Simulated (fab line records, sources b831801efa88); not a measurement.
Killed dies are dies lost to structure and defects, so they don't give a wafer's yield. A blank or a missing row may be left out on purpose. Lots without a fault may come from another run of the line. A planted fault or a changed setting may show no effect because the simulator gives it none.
One fault seen from 2 desks | flow sky130 | each desk has only its own numbers; what lay behind them comes last

THE METROLOGY DESK
What the gauges read, lot by lot, whatever tool the lot ran on: means of the sampled wafers that have a number. A lot is out of limits, marked OUT, if its mean lies more than 4 standard deviations from the usual mean; the brackets give that distance.
Columns: A = NWELL_RS at SKY_NWELL_RS_MEAS_29, usual 625.3 ohm/sq; B = SD_P_RS at SKY_SD_N_RS_MEAS_17, usual 147.2 ohm/sq; C = LI_CONTACT_HDPCVD_THK at SKY_LI_CONTACT_THK_MEAS_01, usual 926 nm
lot  | first seen here | A               | B     | C
L659 | day 5 10:35     | 621.8           | 147.1 | 927
L660 | day 5 15:10     | 625.0           | 147.1 | 930
L662 | day 6 06:22     | 625.9           | 146.8 | 922
L663 | day 6 10:58     | 624.2           | 147.8 | 927
L664 | day 6 16:55     | 628.3           | 147.1 | 925
L665 | day 6 19:28     | 625.6           | 147.5 | 946
L667 | day 7 08:50     | 625.1           | 147.0 | 925
L668 | day 7 13:44     | 625.3           | 147.3 | 924
L669 | day 7 20:56     | 624.3           | 146.5 | 923
L671 | day 8 10:22     | 625.1           | 147.7 | 919
L680 | day 10 16:23    | 602.5 (-13) OUT | 147.0 | 931
L681 | day 11 01:04    | 605.9 (-11) OUT | 147.1 | 921
L682 | day 11 09:14    | 623.2           | 146.8 | 923
This desk's finding: out of limits on L680, L681; first on L680, day 10 16:23 (NWELL_RS at SKY_NWELL_RS_MEAS_29). In limits: L659, L660, L662, L663, L664, L665, L667, L668, L669, L671, L682.

THE TOOL OWNER'S DESK: implanter-03
The tool's own readings at SKY_NWELL_IMPLANT_11: means of the sampled wafers that have a number, for each lot that ran on this tool. A lot is out of limits, marked OUT, if its mean lies more than 4 standard deviations from the usual mean; the brackets give that distance.
Columns: A = beam_energy_keV at SKY_NWELL_IMPLANT_11, usual 400.02; B = end_station_pressure_torr at SKY_NWELL_IMPLANT_11, usual 5.08e-06 Torr
lot  | first seen here | A                        | B
L665 | day 5 23:18     | 400.16                   | 5.01e-06
L671 | day 7 13:37     | 400.25                   | 4.76e-06
L680 | day 9 16:55     | 477.26 (+99 or more) OUT | 5.02e-06
L681 | day 10 00:50    | 477.08 (+99 or more) OUT | 5.08e-06
This desk's finding: out of limits on L680, L681; first on L680, day 9 16:55 (beam_energy_keV at SKY_NWELL_IMPLANT_11). In limits: L665, L671.

PUT TOGETHER
The tool owner's desk could have raised an alarm at day 9 16:55, on L680, L681.
The metrology desk could have raised an alarm at day 10 16:23, on L680, L681.
Of the lots named, all ran SKY_NWELL_IMPLANT_11 on implanter-03.

WHAT THE SIMULATOR HAD PUT IN
Process parameter drift: implanter-03, from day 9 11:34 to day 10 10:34, at SKY_NWELL_IMPLANT_11. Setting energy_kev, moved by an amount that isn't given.
Lots struck among those shown: L680, L681.
Hours from the fault's start to each desk's first reading out of limits: the tool owner's desk, 5; the metrology desk, 29.
